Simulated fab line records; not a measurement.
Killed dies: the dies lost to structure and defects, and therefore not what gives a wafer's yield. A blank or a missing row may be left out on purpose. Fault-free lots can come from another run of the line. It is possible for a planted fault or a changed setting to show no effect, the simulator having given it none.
Matching of chambers	flow sky130	cmp-02 running SKY_FIELD_ISO_CMP_27: 4 sister chambers
The step polishes, stops on Si3N4, t overpolish 16 s, target thk 457.8 nm. 8 wafers are shown with their chamber, then 10 later ones without.

WAFERS WITH THEIR CHAMBER
wafer	chamber	motor_current_A (A)	overpolish_run_s (s)
L265.5	1	11.6	16.000
L271.1	1	11.4	16.005
L276.4	2	10.5	16.015
L276.6	3	11.3	16.008
L277.4	3	11.7	16.002
L277.6	0	11.0	15.988
L278.1	0	11.5	15.991
L278.3	2	9.9	15.984

WAFERS WITH NO CHAMBER GIVEN
wafer	motor_current_A (A)	overpolish_run_s (s)
L278.4	11.2	15.997
L279.1	11.4	16.000
L279.4	10.7	15.996
L279.6	11.6	16.013
L283.2	11.4	15.997
L283.4	11.5	15.997
L283.6	10.1	15.999
L285.1	10.9	15.981
L285.4	10.1	15.991
L285.5	10.7	16.000

THE CHAMBER EACH PASSED THROUGH
wafer	from the rows above	in truth
L278.4	can't be placed: 0 or 1 or 3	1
L279.1	can't be placed: 1 or 3 or 0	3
L279.4	can't be placed: 2 or 0 or 1 or 3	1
L279.6	can't be placed: 3 or 1 or 0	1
L283.2	can't be placed: 1 or 3 or 0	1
L283.4	can't be placed: 1 or 3 or 0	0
L283.6	2	2
L285.1	can't be placed: 0 or 1 or 2 or 3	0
L285.4	2	2
L285.5	can't be placed: 2 or 0 or 1 or 3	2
2 of 10 placed correctly. From these rows, 8 cannot be placed; in 8 the true chamber is one of the candidates. Wrongly placed: 0.
How it was worked out, from the rows above alone: a wafer's distance from a chamber is the root of the sum, over the readings, of the square of ((its reading less the chamber's mean) divided by the reading's scatter). The wafer belongs to the nearest chamber; if the next one is less than 2 further off, it can't be placed. Each chamber's mean is taken over the wafers shown for it. The scatter: take each reading less its chamber's mean, square it, sum over the shown wafers, divide by the number of wafers less the number of chambers, and take the root.
